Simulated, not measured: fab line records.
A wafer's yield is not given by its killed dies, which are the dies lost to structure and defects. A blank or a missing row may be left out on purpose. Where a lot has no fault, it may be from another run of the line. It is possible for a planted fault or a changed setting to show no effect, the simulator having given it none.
Comparing a struck lot with a sound one    flow sky130    16 steps out of a route of 708
Sound: the wafers L144.1, L144.2, L144.3. Struck: wafer L154.6 (left out: L154.3, a lot-mate that was not struck); the cause follows at the end.
Each step with rows lists, per side, the tool, then ch with its chambers, then its first start. Under that, the readings that differ: sound wafers    struck wafers    difference of the means    sigmas: that difference in standard deviations of wafers without a fault.
alike: readings with means less than 2 such deviations apart, plus words and numbers identical on both sides. not compared: withheld readings, readings lacking a value on some wafer, bounds such as >300 that could conceal the same value, and numbers that have no deviation in the record and whose values overlap.
A row with sigmas, a row that says differs or no value, or rows on one side alone: a step with any of these is where the two part. Non-overlapping numbers with no deviation appear without sigmas and do not part them. Lack of a reading on every wafer of one side parts them only where that side has two or more wafers.

SKY_CAPM_THK_MEAS_01:
  sound on film metro-01 at day 36 11:11; struck on film metro-04 at day 39 20:50
  alike: CAPM_CVD_00_THK
SKY_CAPM_SPUTTER_02: material TiN, target thk 200 nm, time 166.7 s.
  sound on pvd sputter-04 at day 36 11:14; struck on pvd sputter-03 at day 39 20:52
  alike: throttle valve pct
SKY_CAPM_RS_MEAS_03: a four-point-probe measurement.
  sound on film metro-02 at day 36 11:21; struck on film metro-01 at day 39 21:01
reading               sound           struck  difference  sigmas
CAPM_TIN_RS (ohm/sq)  6.96 6.82 6.88  7.07    +0.18       +2
SKY_CAPM_THK_MEAS_04: measures by xrf.
  sound on film metro-02 at day 36 11:28; struck on film metro-01 at day 39 21:07
  alike: CAPM_TIN_THK
then, 7 steps without rows for these wafers: SKY_CAPM_DEHYDRATE_05 (time 60 s); SKY_CAPM_HMDS_06 (prime time 60 s); SKY_CAPM_COAT_07 (resist thk 1140 nm); SKY_CAPM_SOFTBAKE_08 (time 60 s); SKY_CAPM_EXPOSE_09 (exposes mask CAPM, target cd 1000 nm); SKY_CAPM_PEB_10; SKY_CAPM_DEVELOP_11 (develop time 60 s).
SKY_CAPM_OVL_MEAS_12:
  sound on overlay-01 at day 37 12:08; struck on overlay-01 at day 40 20:37
  alike: CAPM_OVL
SKY_CAPM_METAL_ETCH_13: etches TiN in Cl2/BCl3, stops on SiO2, target depth 220 nm, time 62.9 s.
  sound on rie metal-03 ch 0,1, day 37 12:11; struck on rie metal-03 ch 0, day 40 20:40
reading                                    sound                 struck  difference  sigmas
oes product au (a.u.)                      0.943 0.944 0.943     0.884   -0.059      -7
throttle valve pct (%)                     21.917 21.899 21.899  21.950  +0.045      +4
model.NOVOLAK_of_CAPM_COAT_07.thk nm (nm)  1000 995.2 993.6      1019    +23         
model.etch.depth nm (nm)                   198.5 202.2 200.5     179     -21         
model.CAPM.feature depth nm (nm)           198.5 202.2 200.5     179     -21         
  alike: drypump motor current A
  not compared: rf hours counter h
SKY_CAPM_STRIP_14: strips in O2/N2.
  sound on plasma asher-01 ch 0,1, day 37 12:16; struck on plasma asher-03 ch 1, day 40 20:44
reading                       sound              struck  difference  sigmas
strip time to endpoint s (s)  12.74 12.68 12.66  12.88   +0.19       +4
  alike: drypump motor current A, oes product au
  not compared: rf hours counter h
then, 1 step without rows for these wafers: SKY_CAPM_STRIP_15 (strips in post etch residue remover, time 1200 s).
-- the record jumps here: 8 days lie between the struck wafers' starts before and after (it left off in module CAPM and takes up again in module PAD_OPEN, whose first step shown is number 708 of the route) --
SKY_PAD_OPEN_PROBE_99:
  sound on prober-01 at day 45 20:16; struck on prober-01 at day 48 14:49
reading                   sound           struck  difference  sigmas
defect limited yield (%)  81.3 85.2 83.9  0       -83         -46
killed at other           0 0 0           425     +425        +99 or more
killed dies               92 73 79        492     +411        +47
killed on rim             18 11 17        96      +81         +20
sort_bin_3_pad_short (%)  1.0 1.2 1.6     88.2    +86.9       +99 or more
sort n pass               400 419 413     0       -411        -47
sort yield pct (%)        81.3 85.2 83.9  0       -83         -46
  alike: killed_at_M0_to_M3, killed_at_M4_up, killed at contacts, killed at front end, killed open, killed short, sort_bin_5_function, sort_bin_6_memory

## WHERE THEY PART
Earliest at SKY_CAPM_RS_MEAS_03; latest, in this record, at SKY_PAD_OPEN_PROBE_99.

WHY: the cause the simulator had injected
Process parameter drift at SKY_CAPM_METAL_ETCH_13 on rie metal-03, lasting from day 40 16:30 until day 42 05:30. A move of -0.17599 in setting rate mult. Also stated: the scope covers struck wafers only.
